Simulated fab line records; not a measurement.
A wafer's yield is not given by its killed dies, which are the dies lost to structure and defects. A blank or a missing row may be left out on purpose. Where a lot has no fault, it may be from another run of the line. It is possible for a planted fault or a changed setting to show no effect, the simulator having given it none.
Problem report, 8D (eight disciplines) form, completed by code :: flow gf180mcu :: the parts of the form that need people (team, actions taken, sign-off) are left out

== 1. THE ISSUE ==
strip-time-to-endpoint-s at GF_HV_LDD_STRIP_49 reads a mean of 12.79 s on 6 wafers of 2 lots; wafers without a fault read 12.63 s with a standard deviation of 0.031. Measured from the usual mean, that is +5.3 standard deviations.
The step: strips in O2/N2.
First seen on wafer L969.2, day 13 18:28, on plasma-asher-04. At this step, 39 wafers from 13 lots have a number in the record. Rule for "out", or "out of limits": more than 4 standard deviations from the usual mean. The rest of the wafers with a number are treated as sound.

== 2. WHAT THIS IS AND IS NOT ==
question: which readings at this step
is: strip-time-to-endpoint-s
is not: drypump-motor-current-A, heater-power-w, o2-flow-sccm, oes-product-au

question: which lots
is: L969, L970
is not: L966, L967, L968, L971, L979, L980, L982, L983, L984, L986, L988

question: which wafers of those lots
is: all that have a number
is not: -

question: read on which tools
is: plasma-asher-03, plasma-asher-04
is not: plasma-asher-02

question: when
is: from day 13 18:28
is not: up to then (9 sound wafers); but 24 sound wafers of L971, L979, L980, L982, L983, L984, L986, L988 came after

== 3. THE SUSPECTS, EACH WITH WHAT RULES IT OUT ==
Counting: any tool at a process step up to the reading is kept as a suspect provided that every lot that is out went through it and no sound lot did after the first of them.
- plasma-asher-02 at GF_DUAL_GATE_STRIP_13 (strips in O2/N2): ruled out as a lasting fault. After its first lot that is out, L969 (day 9 09:25), sound lots L982 ran on it.
- litho-track-02 at GF_HV_LDD_COAT_41 (resist thk 1000 nm): ruled out as a lasting fault. After its first lot that is out, L969 (day 13 07:47), sound lots L980, L984 ran on it.
Left after counting: nothing in the record.

== 4. THE CAUSE (what the simulator had put in) ==
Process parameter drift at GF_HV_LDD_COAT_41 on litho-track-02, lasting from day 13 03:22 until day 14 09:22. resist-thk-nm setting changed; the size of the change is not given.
It was ruled out by counting, in error; the rule expects a fault to strike all lots run on its tool from its start on, and this fault did not.

== 5. SEQUENCE OF EFFECTS, ordered by route ==
Rows list readings where the struck wafers' mean (over those with a number) sits beyond 3 standard deviations from the usual. Only readings for which the record gives a usual standard deviation are gone through. hours: the time from each lot's start at the first step in this table that gives one to its start at this step, as a median over the lots. sigmas: the change in usual standard deviations.
hours: 0
step: GF_HV_LDD_STRIP_49
reading: strip-time-to-endpoint-s
usual: 12.63 s
on struck wafers: 12.79
change: +0.16
sigmas: +5.3
It contains these process steps:
- GF_HV_LDD_STRIP_49: strips in O2/N2.
At these later measuring or inspecting steps, every struck wafer for which the step has a row has a number for every such reading, and none has moved that far: GF_PSD_OVL_MEAS_08.

== 6. WHAT WOULD HAVE CAUGHT IT SOONER ==
In this record the first reading out of limits was taken at day 13 18:28, 15 hours after the fault began at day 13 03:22.
